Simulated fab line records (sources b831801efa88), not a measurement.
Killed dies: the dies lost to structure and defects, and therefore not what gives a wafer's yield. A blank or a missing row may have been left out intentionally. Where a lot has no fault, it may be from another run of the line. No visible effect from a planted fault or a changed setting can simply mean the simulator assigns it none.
fab line records + flow sky130
record:
- lots: 10
- wafers: 30
- last-day: 50
route steps=708 shown METAL2@498 VIA2@521 PAD_OPEN@708
lots that met no fault: taken from a fault-free run of the same line
start-h: hours from the record's opening day to when the first of the lot's shown wafers began + wait-h: hours since the lot's step before + " unchanged from the row above + L1.1+2: several wafers, shown together as one row + - no value, or no start was given + * or withheld: withheld + < > ~ a bound
route shown NAME@n: NAME is a module with steps in the file, n the number in the route of the first one + usual: the fault-free wafers' mean and standard deviation + same: alike in all rows + chamber/n: place in a boat + sites: readings site by site + _std_site: standard deviation of those values + _edge_site: mean of outer sites minus mean of inner sites + radius-mm: for every site, how far away it sits from the centre of the wafer + mask NAME#n: copy n + behind: the last tool/chamber to shape the wafer + hold: what put the lot on hold/how long, in hours/how the hold closed + device: transistor that didn't switch, given as n, p or np + end of line: at the end of the route, the tests of the same wafers + step lacking rows: just its recipe + killed: dies lost to structure and defects at the first sort, not the wafer's yield + map: a wafer's dies, x killed, . not, _ none there
set.NAME: the setting that was run; set.NAME@STEP: the one run at that earlier step + model.NAME: the simulator's own value behind a step, which no gauge read
one table for each step of the route and one row for each wafer, over a sample of lots
services: a tool's chamber out of use, with start hour (start-h, from the record's first day; less than 0 if before it), hours out, and reason
== steps ==
step: SKY_METAL2_CD_MEAS_15
recipe:
- target-cd-nm: 140
usual:
- cd-nm: 139.7/2.1
| lot.wafer | tool      | chamber | start-h | wait-h | cd-nm |
|-----------|-----------|---------|---------|--------|-------|
| L103.1    | cd-sem-01 | -       | 834.84  | -      | 139.4 |
| L103.4    | "         | -       | "       | "      | 139.8 |
| L103.6    | "         | -       | "       | "      | 139.4 |
| L104.2    | cd-sem-02 | -       | 837.41  | -      | 140.7 |
| L104.3    | "         | -       | "       | "      | 140.0 |
| L104.6    | "         | -       | "       | "      | 138.5 |
| L106.3    | cd-sem-02 | -       | 859.91  | -      | 140.3 |
| L106.4    | "         | -       | "       | "      | 140.6 |
| L106.5    | "         | -       | "       | "      | 142.1 |
| L107.1    | cd-sem-01 | -       | 870.92  | -      | 137.3 |
| L107.4    | "         | -       | "       | "      | 138.2 |
| L107.6    | "         | -       | "       | "      | 137.2 |
| L110.2    | cd-sem-01 | -       | 880.00  | -      | 138.7 |
| L110.3    | "         | -       | "       | "      | 138.8 |
| L110.5    | "         | -       | "       | "      | 137.3 |
| L112.2    | cd-sem-02 | -       | 899.84  | -      | 137.3 |
| L112.5    | "         | -       | "       | "      | 137.6 |
| L112.6    | "         | -       | "       | "      | 138.3 |
| L116.2    | cd-sem-01 | -       | 910.51  | -      | 142.7 |
| L116.3    | "         | -       | "       | "      | 143.2 |
| L116.4    | "         | -       | "       | "      | 142.7 |
| L117.1    | cd-sem-01 | -       | 919.74  | -      | 139.6 |
| L117.2    | "         | -       | "       | "      | 138.4 |
| L117.3    | "         | -       | "       | "      | 140.7 |
| L122.1    | cd-sem-02 | -       | 953.68  | -      | 143.1 |
| L122.3    | "         | -       | "       | "      | 143.2 |
| L122.5    | "         | -       | "       | "      | 141.3 |
| L126.1    | cd-sem-02 | -       | 979.59  | -      | 142.0 |
| L126.3    | "         | -       | "       | "      | 141.5 |
| L126.4    | "         | -       | "       | "      | 142.6 |
step: SKY_METAL2_ETCH_18
recipe:
- chemistry: N2/H2
- target: BARC
- ion-energy-ev: 200
- bias-w: 100
- pressure-mtorr: 30
- n2-flow-sccm: 100
- h2-flow-sccm: 200
- icp-w: 500
- stop-on: SiO2
- time-s: 45.9
- target-depth-a: 600
usual:
- bias-w: 100.0/0.31
- drypump-motor-current-A: 5.8/0.51
- oes-product-au: 0.855/0.0044
- throttle-valve-pct: 13.224/0.0096
| lot.wafer | tool         | chamber | start-h | wait-h | bias-w | drypump-motor-current-A | oes-product-au | rf-hours-counter-h | throttle-valve-pct |
|-----------|--------------|---------|---------|--------|--------|-------------------------|----------------|--------------------|--------------------|
| L103.1    | rie-metal-01 | 0       | 835.03  | 0.0    | 99.8   | 5.6                     | 0.854          | 5                  | 13.221             |
| L103.4    | "            | 1       | "       | "      | 100.1  | 6.6                     | 0.853          | -                  | 13.228             |
| L103.6    | "            | 0       | "       | "      | 100.7  | 5.6                     | 0.856          | -                  | 13.213             |
| L104.2    | rie-metal-03 | 0       | 837.57  | 0.0    | 99.3   | 5.3                     | 0.849          | 17                 | 13.224             |
| L104.3    | "            | 0       | "       | "      | 99.6   | 5.3                     | 0.848          | -                  | 13.217             |
| L104.6    | "            | 1       | "       | "      | 100.3  | 5.6                     | 0.852          | -                  | 13.229             |
| L106.3    | rie-metal-04 | 0       | 860.08  | 0.0    | 100.0  | 5.0                     | 0.852          | -                  | 13.215             |
| L106.4    | "            | 1       | "       | "      | 99.7   | 6.1                     | 0.855          | -                  | 13.226             |
| L106.5    | "            | 0       | "       | "      | 99.4   | 5.0                     | 0.856          | -                  | 13.213             |
| L107.1    | rie-metal-04 | 0       | 871.11  | 0.0    | 100.5  | 5.0                     | 0.850          | 15                 | 13.230             |
| L107.4    | "            | 0       | "       | "      | 100.6  | 5.0                     | 0.857          | -                  | 13.249             |
| L107.6    | "            | 0       | "       | "      | 100.0  | 5.0                     | 0.851          | -                  | 13.215             |
| L110.2    | rie-metal-03 | 0       | 880.17  | 0.0    | 100.1  | 5.3                     | 0.853          | 19                 | 13.225             |
| L110.3    | "            | 1       | "       | "      | 99.8   | 5.6                     | 0.855          | -                  | 13.225             |
| L110.5    | "            | 0       | "       | "      | 100.0  | 5.3                     | 0.853          | -                  | 13.236             |
| L112.2    | rie-metal-03 | 1       | 900.06  | 0.1    | 99.7   | 5.6                     | 0.857          | -                  | 13.215             |
| L112.5    | "            | 1       | "       | "      | 99.5   | 5.6                     | 0.858          | -                  | 13.230             |
| L112.6    | "            | 1       | "       | "      | 100.2  | 5.6                     | 0.854          | -                  | 13.226             |
| L116.2    | rie-metal-01 | 1       | 910.68  | 0.0    | 100.0  | 6.5                     | 0.853          | 12                 | 13.230             |
| L116.3    | "            | 0       | "       | "      | 100.4  | 5.6                     | 0.851          | -                  | 13.234             |
| L116.4    | "            | 1       | "       | "      | 100.3  | 6.5                     | 0.856          | -                  | 13.230             |
| L117.1    | rie-metal-01 | 0       | 919.93  | 0.0    | 100.2  | 5.6                     | 0.848          | 8                  | 13.228             |
| L117.2    | "            | 1       | "       | "      | 100.0  | 6.6                     | 0.859          | 13                 | 13.219             |
| L117.3    | "            | 1       | "       | "      | 99.9   | 6.6                     | 0.854          | -                  | 13.228             |
| L122.1    | rie-metal-04 | 1       | 953.87  | 0.0    | 99.9   | 6.1                     | 0.857          | 3                  | 13.231             |
| L122.3    | "            | 1       | "       | "      | 100.5  | 6.1                     | 0.858          | -                  | 13.235             |
| L122.5    | "            | 0       | "       | "      | 100.6  | 5.0                     | 0.847          | -                  | 13.243             |
| L126.1    | rie-metal-03 | 1       | 979.78  | 0.0    | 99.6   | 5.6                     | 0.855          | 8                  | 13.227             |
| L126.3    | "            | 1       | "       | "      | 99.8   | 5.6                     | 0.853          | -                  | 13.244             |
| L126.4    | "            | 0       | "       | "      | 100.1  | 5.3                     | 0.849          | -                  | 13.223             |
step: SKY_VIA2_ETCH_14
recipe:
- chemistry: N2/H2
- target: BARC
- ion-energy-ev: 200
- source-w: 500
- bias-w: 100
- pressure-mtorr: 30
- n2-flow-sccm: 100
- h2-flow-sccm: 200
- stop-on: SiO2
- time-s: 45.9
- target-depth-a: 600
usual:
- bias-w: 100.00/0.26
- drypump-motor-current-A: 5.9/0.4
- oes-product-au: 0.855/0.0046
- throttle-valve-pct: 13.224/0.01
| lot.wafer | tool        | chamber | start-h | wait-h | bias-w | drypump-motor-current-A | oes-product-au | rf-hours-counter-h | throttle-valve-pct |
|-----------|-------------|---------|---------|--------|--------|-------------------------|----------------|--------------------|--------------------|
| L103.1    | rie-diel-04 | 1       | 861.72  | 0.0    | 99.81  | 5.6                     | 0.853          | 1                  | 13.222             |
| L103.4    | "           | 2       | "       | "      | 99.44  | 5.6                     | 0.853          | 12                 | 13.220             |
| L103.6    | "           | 0       | "       | "      | 100.05 | 5.6                     | 0.857          | -                  | 13.242             |
| L104.2    | rie-diel-03 | 0       | 864.52  | 0.0    | 99.43  | 6.6                     | 0.856          | 11                 | 13.220             |
| L104.3    | "           | 2       | "       | "      | 100.03 | 5.5                     | 0.857          | 16                 | 13.205             |
| L104.6    | "           | 1       | "       | "      | 99.82  | 6.3                     | 0.859          | -                  | 13.233             |
| L106.3    | rie-diel-03 | 2       | 887.04  | 0.0    | 99.62  | 5.5                     | 0.858          | 17                 | 13.233             |
| L106.4    | "           | 1       | "       | "      | 100.28 | 6.3                     | 0.848          | 15                 | 13.234             |
| L106.5    | "           | 3       | "       | "      | 100.69 | 6.1                     | 0.854          | -                  | 13.224             |
| L107.1    | rie-diel-03 | 0       | 897.14  | 0.0    | 100.20 | 6.7                     | 0.853          | 12                 | 13.217             |
| L107.4    | "           | 1       | "       | "      | 100.09 | 6.3                     | 0.854          | 16                 | 13.221             |
| L107.6    | "           | 1       | "       | "      | 99.79  | 6.3                     | 0.859          | -                  | 13.226             |
| L110.2    | rie-diel-04 | 3       | 906.28  | 0.0    | 100.15 | 5.4                     | 0.852          | 8                  | 13.238             |
| L110.3    | "           | 1       | "       | "      | 100.01 | 5.5                     | 0.857          | 2                  | 13.226             |
| L110.5    | "           | 3       | "       | "      | 100.02 | 5.4                     | 0.855          | -                  | 13.217             |
| L112.2    | rie-diel-04 | 3       | 925.99  | 0.0    | 100.32 | 5.4                     | 0.845          | 9                  | 13.222             |
| L112.5    | "           | 0       | "       | "      | 100.42 | 5.5                     | 0.851          | -                  | 13.230             |
| L112.6    | "           | 3       | "       | "      | 100.25 | 5.4                     | 0.852          | -                  | 13.196             |
| L116.2    | rie-diel-03 | 0       | 936.77  | 0.0    | 99.78  | 6.7                     | 0.851          | 14                 | 13.226             |
| L116.3    | "           | 3       | "       | "      | 100.17 | 6.2                     | 0.859          | 24                 | 13.244             |
| L116.4    | "           | 2       | "       | "      | 100.16 | 5.5                     | 0.856          | 18                 | 13.218             |
| L117.1    | rie-diel-04 | 3       | 946.58  | 0.0    | 99.68  | 5.4                     | 0.853          | 9                  | 13.227             |
| L117.2    | "           | 0       | "       | "      | 99.98  | 5.5                     | 0.860          | 3                  | 13.237             |
| L117.3    | "           | 1       | "       | "      | 100.20 | 5.5                     | 0.857          | 3                  | 13.211             |
| L122.1    | rie-diel-03 | 0       | 979.39  | 0.0    | 100.36 | 6.7                     | 0.841          | 15                 | 13.219             |
| L122.3    | "           | 3       | "       | "      | 100.34 | 6.1                     | 0.859          | 25                 | 13.234             |
| L122.5    | "           | 0       | "       | "      | 99.87  | 6.6                     | 0.861          | -                  | 13.234             |
| L126.1    | rie-diel-02 | 3       | 1004.68 | 0.0    | 100.46 | 6.1                     | 0.858          | 17                 | 13.235             |
| L126.3    | "           | 0       | "       | "      | 99.90  | 6.2                     | 0.852          | 24                 | 13.229             |
| L126.4    | "           | 1       | "       | "      | 99.92  | 5.4                     | 0.857          | 10                 | 13.213             |
step: SKY_VIA2_STRIP_16
recipe:
- chemistry: O2/N2
- power-w: 1400
- pressure-mtorr: 1500
- platen-temp-c: withheld
- o2-flow-sccm: 3000
- n2-flow-sccm: 300
- overash-fraction: 0.5
usual:
- drypump-motor-current-A: 5.60/0.27
- oes-product-au: 0.399/0.0049
- strip-time-to-endpoint-s: 4.06/0.032
| lot.wafer | tool            | chamber | start-h | wait-h | drypump-motor-current-A | oes-product-au | rf-hours-counter-h | strip-time-to-endpoint-s |
|-----------|-----------------|---------|---------|--------|-------------------------|----------------|--------------------|--------------------------|
| L103.1    | plasma-asher-03 | 0       | 861.82  | 0.0    | 5.13                    | 0.392          | 110                | 4.05                     |
| L103.4    | "               | 1       | "       | "      | 5.86                    | 0.396          | -                  | 4.03                     |
| L103.6    | "               | 1       | "       | "      | 5.85                    | 0.393          | -                  | 3.98                     |
| L104.2    | plasma-asher-03 | 1       | 864.63  | 0.0    | 5.88                    | 0.403          | 111                | 4.02                     |
| L104.3    | "               | 0       | "       | "      | 5.14                    | 0.409          | -                  | 4.12                     |
| L104.6    | "               | 1       | "       | "      | 5.89                    | 0.395          | -                  | 4.06                     |
| L106.3    | plasma-asher-04 | 1       | 887.18  | 0.1    | 5.92                    | 0.397          | -                  | 4.09                     |
| L106.4    | "               | 0       | "       | "      | 5.39                    | 0.402          | -                  | 4.04                     |
| L106.5    | "               | 0       | "       | "      | 5.38                    | 0.395          | -                  | 4.09                     |
| L107.1    | plasma-asher-03 | 0       | 897.25  | 0.0    | 5.13                    | 0.395          | 114                | 4.06                     |
| L107.4    | "               | 0       | "       | "      | 5.14                    | 0.396          | -                  | 4.07                     |
| L107.6    | "               | 0       | "       | "      | 5.13                    | 0.398          | -                  | 4.07                     |
| L110.2    | plasma-asher-01 | 1       | 906.38  | 0.0    | 5.68                    | 0.400          | 72                 | 4.09                     |
| L110.3    | "               | 0       | "       | "      | 5.55                    | 0.406          | -                  | 4.06                     |
| L110.5    | "               | 0       | "       | "      | 5.54                    | 0.394          | -                  | 4.09                     |
| L112.2    | plasma-asher-01 | 0       | 926.10  | 0.0    | 5.54                    | 0.406          | 74                 | 4.05                     |
| L112.5    | "               | 0       | "       | "      | 5.53                    | 0.391          | -                  | 4.02                     |
| L112.6    | "               | 1       | "       | "      | 5.73                    | 0.394          | -                  | 4.11                     |
| L116.2    | plasma-asher-01 | 1       | 936.87  | 0.0    | 5.72                    | 0.396          | 75                 | 4.06                     |
| L116.3    | "               | 0       | "       | "      | 5.54                    | 0.390          | -                  | 4.05                     |
| L116.4    | "               | 1       | "       | "      | 5.71                    | 0.398          | -                  | 4.04                     |
| L117.1    | plasma-asher-03 | 0       | 946.68  | 0.0    | 5.13                    | 0.403          | 119                | 4.08                     |
| L117.2    | "               | 1       | "       | "      | 5.88                    | 0.394          | 119                | 4.04                     |
| L117.3    | "               | 1       | "       | "      | 5.87                    | 0.410          | -                  | 4.16                     |
| L122.1    | plasma-asher-01 | 0       | 979.50  | 0.0    | 5.57                    | 0.400          | 79                 | 4.08                     |
| L122.3    | "               | 1       | "       | "      | 5.70                    | 0.398          | -                  | 4.10                     |
| L122.5    | "               | 0       | "       | "      | 5.57                    | 0.400          | -                  | 4.07                     |
| L126.1    | plasma-asher-01 | 1       | 1004.78 | 0.0    | 5.75                    | 0.398          | 82                 | 4.07                     |
| L126.3    | "               | 0       | "       | "      | 5.56                    | 0.406          | -                  | 4.03                     |
| L126.4    | "               | 1       | "       | "      | 5.75                    | 0.401          | -                  | 4.06                     |
step: SKY_VIA2_RS_MEAS_22
recipe:
- thk-meas-gauge: four-point-probe
- reads: W_of_VIA2_CVD_21+TiN_of_VIA2_SPUTTER_20
usual:
- VIA2_W_RS: 0.274/0.0033
| lot.wafer | tool          | chamber | start-h | wait-h | VIA2_W_RS[ohm/sq] |
|-----------|---------------|---------|---------|--------|-------------------|
| L103.1    | film-metro-03 | -       | 862.61  | 0.1    | 0.280             |
| L103.4    | "             | -       | "       | "      | 0.274             |
| L103.6    | "             | -       | "       | "      | 0.272             |
| L104.2    | film-metro-01 | -       | 865.43  | 0.1    | 0.275             |
| L104.3    | "             | -       | "       | "      | 0.279             |
| L104.6    | "             | -       | "       | "      | 0.276             |
| L106.3    | film-metro-01 | -       | 887.98  | 0.1    | 0.276             |
| L106.4    | "             | -       | "       | "      | 0.276             |
| L106.5    | "             | -       | "       | "      | 0.273             |
| L107.1    | film-metro-01 | -       | 898.03  | 0.1    | 0.275             |
| L107.4    | "             | -       | "       | "      | 0.275             |
| L107.6    | "             | -       | "       | "      | 0.276             |
| L110.2    | film-metro-01 | -       | 907.31  | 0.2    | 0.274             |
| L110.3    | "             | -       | "       | "      | 0.274             |
| L110.5    | "             | -       | "       | "      | 0.276             |
| L112.2    | film-metro-03 | -       | 926.91  | 0.1    | 0.274             |
| L112.5    | "             | -       | "       | "      | 0.278             |
| L112.6    | "             | -       | "       | "      | 0.275             |
| L116.2    | film-metro-03 | -       | 937.68  | 0.1    | 0.269             |
| L116.3    | "             | -       | "       | "      | 0.273             |
| L116.4    | "             | -       | "       | "      | 0.270             |
| L117.1    | film-metro-01 | -       | 947.46  | 0.1    | 0.270             |
| L117.2    | "             | -       | "       | "      | 0.273             |
| L117.3    | "             | -       | "       | "      | 0.273             |
| L122.1    | film-metro-02 | -       | 980.28  | 0.1    | 0.267             |
| L122.3    | "             | -       | "       | "      | 0.268             |
| L122.5    | "             | -       | "       | "      | 0.268             |
| L126.1    | film-metro-02 | -       | 1005.58 | 0.1    | 0.278             |
| L126.3    | "             | -       | "       | "      | 0.279             |
| L126.4    | "             | -       | "       | "      | 0.272             |
step: SKY_PAD_OPEN_PROBE_99
usual:
- defect-limited-yield: 82.5/1.7
- killed_at_M0_to_M3: 43/6.1
- killed_at_M4_up: 3.5/2
- killed-at-contacts: 25/5.1
- killed-at-front-end: 14/4.2
- killed-at-other: 0.3/0.55
- killed-dies: 86/8.3
- killed-open: 46/7.2
- killed-short: 39/6
- sort_bin_3_pad_short: 0.9/0.42
- sort_bin_5_function: 10.3/1.4
- sort_bin_6_memory: 6.3/1.1
- sort-n-pass: 406/8.3
- sort-yield-pct: 82.5/1.7
same:
- gross-dies: 492
- killed-at-back-side: 0
- sort_bin_4_leakage[%]: 0
- sort_bin_8_speed[%]: 0
| lot.wafer | tool      | chamber | start-h | wait-h | defect-limited-yield[%] | killed_at_M0_to_M3 | killed_at_M4_up | killed-at-contacts | killed-at-front-end | killed-at-other | killed-dies | killed-open | killed-short | sort_bin_3_pad_short[%] | sort_bin_5_function[%] | sort_bin_6_memory[%] | sort-n-pass | sort-yield-pct[%] |
|-----------|-----------|---------|---------|--------|-------------------------|--------------------|-----------------|--------------------|---------------------|-----------------|-------------|-------------|--------------|-------------------------|------------------------|----------------------|-------------|-------------------|
| L117.1    | prober-02 | -       | 1151.23 | 0.1    | 84.6                    | 42                 | 2               | 15                 | 17                  | 0               | 76          | 42          | 34           | 1.2                     | 7.3                    | 6.9                  | 416         | 84.6              |
| L117.3    | prober-02 | -       | 1151.33 | 0.2    | 82.5                    | 47                 | 3               | 21                 | 15                  | 0               | 86          | 45          | 39           | 1.4                     | 10.8                   | 5.3                  | 406         | 82.5              |
killed by level:class
L117.1 VIA1:geometric-particle:open=13 VIA2:geometric-particle:open=7 POLY_GATE:geometric-particle:open=6 LI_CONTACT:geometric-particle:open=6 FIELD_ISO:geometric-particle:short=4 METAL2:geometric-particle:short=4 VIA3:geometric-particle:short=4 CONTACT:geometric-particle:open=3
L117.3 VIA1:geometric-particle:open=9 LI_CONTACT:geometric-particle:open=7 CONTACT:geometric-particle:open=7 VIA2:geometric-particle:open=7 METAL1:geometric-particle:short=6 VIA2:geometric-particle:short=6 POLY_GATE:geometric-particle:short=5 VIA3:geometric-particle:open=5
== services ==
| tool            | chamber | start-h | hours | kind           |
|-----------------|---------|---------|-------|----------------|
| rie-diel-02     | 2       | 830.30  | 5.9   | repair         |
| rie-metal-04    | 0       | 833.56  | 19.6  | repair         |
| rie-metal-01    | 0       | 836.15  | 19.3  | repair         |
| rie-metal-04    | 1       | 860.52  | 4.6   | repair         |
| rie-diel-02     | -       | 867.33  | 0.3   | repair         |
| plasma-asher-03 | -       | 877.54  | 2.7   | repair         |
| rie-metal-03    | 0       | 884.73  | -     | clean          |
| rie-metal-03    | 0       | 884.73  | 20.4  | scheduled-down |
| rie-metal-03    | 0       | 884.73  | 20.4  | vent-cycle     |
| rie-metal-04    | 1       | 897.34  | -     | clean          |
| rie-metal-04    | 1       | 897.34  | 15.6  | scheduled-down |
| rie-metal-04    | 1       | 897.34  | 15.6  | vent-cycle     |
| rie-diel-02     | 1       | 908.33  | 10.8  | repair         |
| rie-metal-04    | 0       | 925.64  | -     | clean          |
| rie-metal-04    | 0       | 925.64  | 14.8  | scheduled-down |
| rie-diel-04     | -       | 958.96  | 0.9   | repair         |
| rie-diel-02     | 0       | 970.00  | 3.6   | repair         |
| rie-diel-04     | 3       | 971.39  | 16.7  | repair         |
| rie-diel-04     | 1       | 975.23  | 2.0   | repair         |
| rie-metal-03    | -       | 977.28  | 0.4   | repair         |
| rie-diel-04     | 2       | 980.70  | 5.0   | repair         |
| rie-diel-04     | 1       | 982.26  | 9.3   | repair         |
| rie-diel-03     | 1       | 982.64  | 3.1   | repair         |
| rie-metal-03    | -       | 987.98  | 0.6   | repair         |
== key ==
first-sign:
- step: SKY_VIA2_STRIP_16
- reading: strip-time-to-endpoint-s
- direction: up
- sigmas: 3.1
- usual: *
- struck: *
effect none on later readings
met-at SKY_VIA2_ETCH_14
struck-lots L117
struck-wafers L117.3
not-acting-at SKY_METAL2_CD_MEAS_15,SKY_METAL2_ETCH_18,SKY_VIA2_RS_MEAS_22
onset-between 925.99 946.58
fault:
- kind: process-parameter-drift
- tool: rie-diel-04
- chamber: -
- onset-h: 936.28
- steps: SKY_VIA2_ETCH_14
- channel: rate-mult
- offset: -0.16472
- shape: step
- end-h: 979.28
- scope: struck-wafers-only
